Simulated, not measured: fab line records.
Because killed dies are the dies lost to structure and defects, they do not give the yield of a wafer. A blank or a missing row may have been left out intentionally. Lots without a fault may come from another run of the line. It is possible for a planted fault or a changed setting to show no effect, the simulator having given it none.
Struck lot and sound lot, side by side	flow sky130	34 out of 708 route steps
Sound: wafers L961.2, L961.5, L961.6. Struck: wafers L949.1, L949.5 (left out: L949.4, a lot-mate that was not struck); the cause follows at the end.
At each step with rows: each side's tool, then ch and its chambers, then its first start. Under that, the readings that differ: sound wafers	struck wafers	difference of the means	sigmas: that difference in standard deviations of wafers without a fault.
alike: words and numbers the same on both sides, and readings whose means are apart by under 2 such deviations; not compared: readings that were withheld, readings missing a value for some wafer, numbers with overlapping values and no deviation given by the record, and bounds like >300 which may hide the same value.
Wherever a step has rows on one side only, a row that says differs or no value, or a row with sigmas, the two part there. When numbers do not overlap yet have no deviation, they are printed without sigmas and do not part them. A reading missing from all wafers of one side parts the sides only when that side holds two or more wafers.

first, 9 steps without rows for these wafers: SKY_METAL1_DEVELOP_14 (develop time 60 s); SKY_METAL1_DESCUM_17 (chemistry O2, time 8 s); SKY_METAL1_ETCH_18 (etches BARC in N2/H2, stops on SiO2, time 45.9 s, target depth 60 nm); SKY_METAL1_METAL_ETCH_19 (etches the open film in Cl2/BCl3, stops on SiO2, target depth 360 nm, time 78 s); SKY_METAL1_STRIP_20 (strips in O2/N2); SKY_METAL1_STRIP_21 (strips in post etch residue remover, time 1200 s); SKY_METAL1_CLEAN_22 (cleans in IPA, time 180 s); SKY_METAL1_CLEAN_23 (cleans in O3/DIW); SKY_VIA1_HDPCVD_00 (deposits SiO2, target thk 1030 nm, time 171.7 s).
SKY_VIA1_CMP_02: polishes SiO2.
  sound on cmp-01 ch 0,2,3, day 41 19:43; struck on cmp-01 ch 0,3, day 35 18:33
reading	sound	struck	difference	sigmas
edge_zone_pressure_frac	1.001 1.009 1.002	0.994 0.993	-0.010	-2
model.SiO2_of_VIA1_HDPCVD_00.thk_nm (nm)	345.6 344.8 346.1	309.8 311.5	-34.9	
  alike: motor_current_A, platen_rpm, retaining_ring_pressure_frac, slurry_filter_dp_kPa
SKY_VIA1_BOW_MEAS_03:
  sound: film_metro-02 at day 41 19:56; struck: film_metro-03 at day 35 19:02
reading	sound	struck	difference	sigmas
VIA1_BOW (um)	83 76 91	- -	no value on the struck wafers	
  not compared: hold
then, 8 steps without rows for these wafers: SKY_VIA1_HMDS_05 (prime time 60 s); SKY_VIA1_COAT_06 (resist thk 60 nm); SKY_VIA1_COAT_07 (resist thk 450 nm); SKY_VIA1_SOFTBAKE_08 (time 90 s); SKY_VIA1_EXPOSE_09 (exposes mask VIM, target cd 150 nm); SKY_VIA1_PEB_10; SKY_VIA1_DEVELOP_11 (develop time 60 s); SKY_VIA1_ETCH_14 (etches BARC in N2/H2, stops on SiO2, time 45.9 s, target depth 60 nm).
SKY_VIA1_ETCH_15: etches SiO2 in C4F8/O2/Ar, stops on TiN, target depth 351 nm, time 54 s.
  sound on rie_diel-04 ch 0,1,2, day 42 21:49; struck on rie_diel-02 ch 0, day 36 22:08
reading	sound	struck	difference	sigmas
oes_product_au (a.u.)	0.984 0.975 0.987	0.925 0.928	-0.055	-7
model.etch.depth_nm (nm)	345.6 343.1 346.1	309.8 311.5	-34.3	
model.VIA1.feature_depth_nm (nm)	345.6 343.1 346.1	309.8 311.5	-34.3	
  alike: bias_w
  not compared: rf_hours_counter_h
then, 12 steps without rows for these wafers: SKY_VIA1_STRIP_16 (strips in O2/N2); SKY_VIA1_STRIP_17 (strips in post etch residue remover, time 1200 s); SKY_VIA1_CLEAN_18 (cleans in IPA, time 180 s); SKY_VIA1_CLEAN_19 (cleans in O3/DIW); SKY_VIA1_SPUTTER_20 (material TiN, target thk 20 nm, time 80 s); SKY_VIA1_CVD_21 (deposits W, target thk 270 nm, time 80.902 s); SKY_VIA1_CMP_24 (polishes, stops on SiO2, t overpolish 15 s, target thk 0 nm); SKY_METAL2_SPUTTER_00 (material Ti, target thk 15 nm, time 10 s); SKY_METAL2_SPUTTER_01 (material TiN, target thk 20 nm, time 16.7 s); SKY_METAL2_SPUTTER_02 (material AlCu, target thk 250 nm, time 13.3 s); SKY_METAL2_SPUTTER_03 (material Ti, target thk 5 nm, time 3.3 s); SKY_METAL2_SPUTTER_04 (material TiN, target thk 70 nm, time 58.3 s).
SKY_METAL2_METAL_ETCH_19: etches the open film in Cl2/BCl3, stops on SiO2, target depth 360 nm, time 78 s.
  sound on rie_metal-03 ch 0,1, day 44 00:33; struck on rie_metal-03 ch 0,1, day 38 03:01
reading	sound	struck	difference	sigmas
model.SiO2_of_VIA1_HDPCVD_00.thk_nm (nm)	331.5 331 332	295.5 297.7	-34.9	
  alike: bias_w, drypump_motor_current_A, oes_product_au, throttle_valve_pct
  not compared: rf_hours_counter_h
-- the record jumps here: 11 days lie between the struck wafers' starts before and after (it left off in module METAL2 and takes up again in module PAD_OPEN, whose first step shown is number 708 of the route) --
SKY_PAD_OPEN_PROBE_99:
  sound: prober-01 at day 52 18:43; struck: prober-02 at day 48 17:35
reading	sound	struck	difference	sigmas
killed_open	56 50 69	44 32	-20	-3
  alike: defect_limited_yield, killed_at_M0_to_M3, killed_at_M4_up, killed_at_contacts, killed_at_front_end, killed_at_other, killed_dies, killed_short, sort_bin_3_pad_short, sort_bin_5_function, sort_bin_6_memory, sort_n_pass, sort_yield_pct

## WHERE THEY PART
At SKY_VIA1_CMP_02 first; at SKY_PAD_OPEN_PROBE_99 last (within this record only).

WHY: what the simulator had put in
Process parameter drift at SKY_VIA1_CMP_02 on cmp-01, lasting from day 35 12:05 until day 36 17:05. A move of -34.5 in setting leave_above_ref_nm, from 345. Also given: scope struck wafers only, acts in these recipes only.
